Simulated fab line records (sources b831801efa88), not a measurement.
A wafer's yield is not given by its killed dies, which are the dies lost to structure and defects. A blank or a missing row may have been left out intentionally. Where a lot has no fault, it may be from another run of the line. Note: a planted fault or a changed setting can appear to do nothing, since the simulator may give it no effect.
Which tool is to blame?    flow gf180mcu    Sampling: 7 lots, 21 wafers, 4 of 602 route steps

WHAT THE GAUGES READ, wafer by wafer
GF_MIM_RS_MEAS_10: the measuring method here is four-point-probe.
lot   measured      on             MIM_ALCU_RS (ohm/sq)
L740  day 25 10:05  film-metro-03  0.1601 0.1604 0.1592
L742  day 26 05:39  film-metro-01  9.6347 9.4705 9.6327
L745  day 26 23:37  film-metro-03  9.4182 9.3594 9.3781
L752  day 29 01:44  film-metro-03  0.1615 0.1626 0.1607
L754  day 29 15:13  film-metro-03  0.1637 0.1619 0.1631
L756  day 30 00:43  film-metro-03  0.1592 0.1609 0.1587
L759  day 30 20:40  film-metro-03  0.1624 0.1619 0.1602

TOOL THAT RAN EACH LOT (tool first, then ch and the chambers of the sampled wafers, then the start)
lot   GF_V4_ETCH_17                                  GF_MIM_SPUTTER_01             GF_MIM_SPUTTER_08
L740  rie-diel-01 ch 0,1,2, day 25 09:47 or earlier  pvd-sputter-01, day 25 09:47  pvd-sputter-03, day 25 10:02
L742  rie-diel-01 ch 0,2,3, day 26 05:20 or earlier  pvd-sputter-03, day 26 05:20  pvd-sputter-02, day 26 05:35
L745  rie-diel-01 ch 0,1,3, day 26 23:17 or earlier  pvd-sputter-01, day 26 23:17  pvd-sputter-03, day 26 23:32
L752  rie-diel-01 ch 0,1,3, day 29 01:23 or earlier  pvd-sputter-02, day 29 01:23  pvd-sputter-01, day 29 01:38
L754  rie-diel-03 ch 0,2,3, day 29 14:53 or earlier  pvd-sputter-02, day 29 14:53  pvd-sputter-01, day 29 15:10
L756  rie-diel-03 ch 0,1,3, day 30 00:22 or earlier  pvd-sputter-02, day 30 00:22  pvd-sputter-03, day 30 00:37
L759  rie-diel-03 ch 2,3, day 30 20:22 or earlier    pvd-sputter-03, day 30 20:22  pvd-sputter-02, day 30 20:37
- GF_V4_ETCH_17: etches SiO2 in C4F8/O2/Ar, stops on TiN, target depth 630 nm.
- GF_MIM_SPUTTER_01: material TiN, target thk 30 nm, time 25 s.
- GF_MIM_SPUTTER_08: material AlCu, target thk 200 nm, time 10.6 s.

THE ANSWER, worked out from the rows above alone
Rule: the usual values come from the lots themselves. Put in order of their means at a reading, lots are off if they are a third of the lots or fewer, leave a main group of 4 or more, and stand apart from it by a gap of 3 or more times the standard deviation of the main group's means; of several such gaps the widest counts. The tables above print the reading to a certain number of digits; a main group whose means all agree to those digits is not used. A lot without any number at a reading at which 4 lots or more have one is off too. The other lots that the step has rows for count as sound.
Off: at GF_MIM_RS_MEAS_10 (MIM_ALCU_RS), L742, L745. Mean 0.1611 ohm/sq and standard deviation 0.0012 in the main group.
If a tool, at a process step before that reading, ran all the lots that are off and no sound lot after the first of them, it fits. Gauges at GF_MIM_RS_MEAS_10: tried the same way as those tools. GF_V4_ETCH_17: start missing for some lots; hours and lot order therefore follow GF_MIM_SPUTTER_01. Of those tried, none fits.

WHAT THE SIMULATOR HAD INSERTED
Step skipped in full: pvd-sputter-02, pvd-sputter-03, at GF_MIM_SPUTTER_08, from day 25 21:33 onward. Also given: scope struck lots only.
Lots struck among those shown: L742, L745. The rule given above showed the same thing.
